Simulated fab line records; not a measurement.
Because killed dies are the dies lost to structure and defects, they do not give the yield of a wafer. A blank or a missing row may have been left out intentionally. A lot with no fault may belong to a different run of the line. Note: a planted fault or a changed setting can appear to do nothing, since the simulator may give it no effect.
Which tool was responsible? + flow sky130 + Sampling: 12 lots, 35 wafers, 3 of 708 route steps

## WHAT EACH GAUGE READ, for each wafer
SKY_VIA2_BOW_MEAS_03. Usual: for VIA2_BOW the level is 86 um and the standard deviation is 7.6.
| lot  | measured     | on           | VIA2_BOW (um) | flag |
|------|--------------|--------------|---------------|------|
| L915 | day 35 02:41 | filmMetro-01 | 77 95 94      |      |
| L916 | day 35 10:41 | filmMetro-01 | 93 83 85      |      |
| L917 | day 35 22:40 | filmMetro-02 | 80 80 86      |      |
| L919 | day 36 16:54 | filmMetro-01 | 86 94 70      |      |
| L923 | day 37 17:40 | filmMetro-04 | 89 92 92      |      |
| L925 | day 38 08:01 | filmMetro-04 | 91 84         |      |
| L931 | day 40 03:33 | filmMetro-04 | 94 76 82      |      |
| L932 | day 40 12:15 | filmMetro-04 | 96 82 71      |      |
| L933 | day 40 15:47 | filmMetro-02 | 86 85 77      |      |
| L935 | day 41 03:41 | filmMetro-04 | 99 78 96      |      |
| L937 | day 41 11:55 | filmMetro-04 | 82 80 89      |      |
| L938 | day 41 17:07 | filmMetro-04 | 77 82 84      |      |

SKY_CAPM_RS_MEAS_03: measurement is done with a four-point probe. Usual: for CAPM_TIN_RS the level is 6.92 ohm/sq and the standard deviation is 0.054.
| lot  | measured     | on           | CAPM_TIN_RS (ohm/sq) | flag |
|------|--------------|--------------|----------------------|------|
| L915 | day 36 07:32 | filmMetro-04 | 6.92 6.91 6.87       |      |
| L916 | day 36 14:56 | filmMetro-03 | 6.86 6.81 6.86       |      |
| L917 | day 37 02:21 | filmMetro-03 | 6.91 6.91 6.80       |      |
| L919 | day 37 20:19 | filmMetro-04 | 6.90 6.86 6.92       |      |
| L923 | day 38 20:46 | filmMetro-01 | 6.98 6.95 6.90       |      |
| L925 | day 39 10:02 | filmMetro-01 | 6.98 7.02            |      |
| L931 | day 41 05:55 | filmMetro-04 | 7.02 6.95 6.97       |      |
| L932 | day 41 14:08 | filmMetro-01 | 6.88 6.89 6.86       |      |
| L933 | day 41 16:01 | filmMetro-04 | 6.87 6.85 6.99       |      |
| L935 | day 42 05:28 | filmMetro-04 | 6.84 6.84 6.83       |      |
| L937 | day 42 13:22 | filmMetro-01 | 6.92 6.98 7.01       |      |
| L938 | day 42 18:01 | filmMetro-01 | 6.93 6.93 6.93       |      |

## EACH LOT AND THE TOOL THAT RAN IT (in order: tool; ch and the chambers of the sampled wafers; start)
| lot  | SKY_VIA1_SPUTTER_20         |
|------|-----------------------------|
| L915 | pvdSputter-02, day 33 22:17 |
| L916 | pvdSputter-02, day 34 06:34 |
| L917 | pvdSputter-03, day 34 18:44 |
| L919 | pvdSputter-01, day 35 12:22 |
| L923 | pvdSputter-02, day 36 11:46 |
| L925 | pvdSputter-02, day 37 04:10 |
| L931 | pvdSputter-01, day 39 00:34 |
| L932 | pvdSputter-01, day 39 09:24 |
| L933 | pvdSputter-03, day 39 12:57 |
| L935 | pvdSputter-01, day 40 00:57 |
| L937 | pvdSputter-01, day 40 10:11 |
| L938 | pvdSputter-03, day 40 16:10 |
- SKY_VIA1_SPUTTER_20: material TiN, target thk 20 nm, time 80 s.

## AS READ BY THE TOOLS THEMSELVES (means over the sampled wafers that have a number; for cases with no such wafer, the mark the record gives instead)
SKY_VIA1_SPUTTER_20. Usual: throttleValvePct at 29.8 %, with a standard deviation of 0.75.
| lot  | tool          | throttleValvePct (%) | flag |
|------|---------------|----------------------|------|
| L915 | pvdSputter-02 | 29.8                 |      |
| L916 | pvdSputter-02 | 30.5                 |      |
| L917 | pvdSputter-03 | 29.5                 |      |
| L919 | pvdSputter-01 | 29.7                 |      |
| L923 | pvdSputter-02 | 30.5                 |      |
| L925 | pvdSputter-02 | 30.1                 |      |
| L931 | pvdSputter-01 | 30.0                 |      |
| L932 | pvdSputter-01 | 29.4                 |      |
| L933 | pvdSputter-03 | 30.2                 |      |
| L935 | pvdSputter-01 | 29.3                 |      |
| L937 | pvdSputter-01 | 29.9                 |      |
| L938 | pvdSputter-03 | 29.6                 |      |

## THE ANSWER, worked out from the rows above alone
Rule: take the mean of a lot's wafers that have a number; if it is more than 3 standard deviations from the usual mean, the lot is off. A lot without any number at a reading at which 4 lots or more have one is off too. Where the step has rows for the other lots, those lots are counted as sound. First the gauges in route order, then the tools' own readings, where a lot's mean is used as printed above. The first step at which some lot is off is used, and at that step the reading that is off furthest; a lot without a number counts as furthest.
No lot is off on any of the readings shown, so nothing can be concluded from this.

## WHAT WAS PUT IN BY THE SIMULATOR
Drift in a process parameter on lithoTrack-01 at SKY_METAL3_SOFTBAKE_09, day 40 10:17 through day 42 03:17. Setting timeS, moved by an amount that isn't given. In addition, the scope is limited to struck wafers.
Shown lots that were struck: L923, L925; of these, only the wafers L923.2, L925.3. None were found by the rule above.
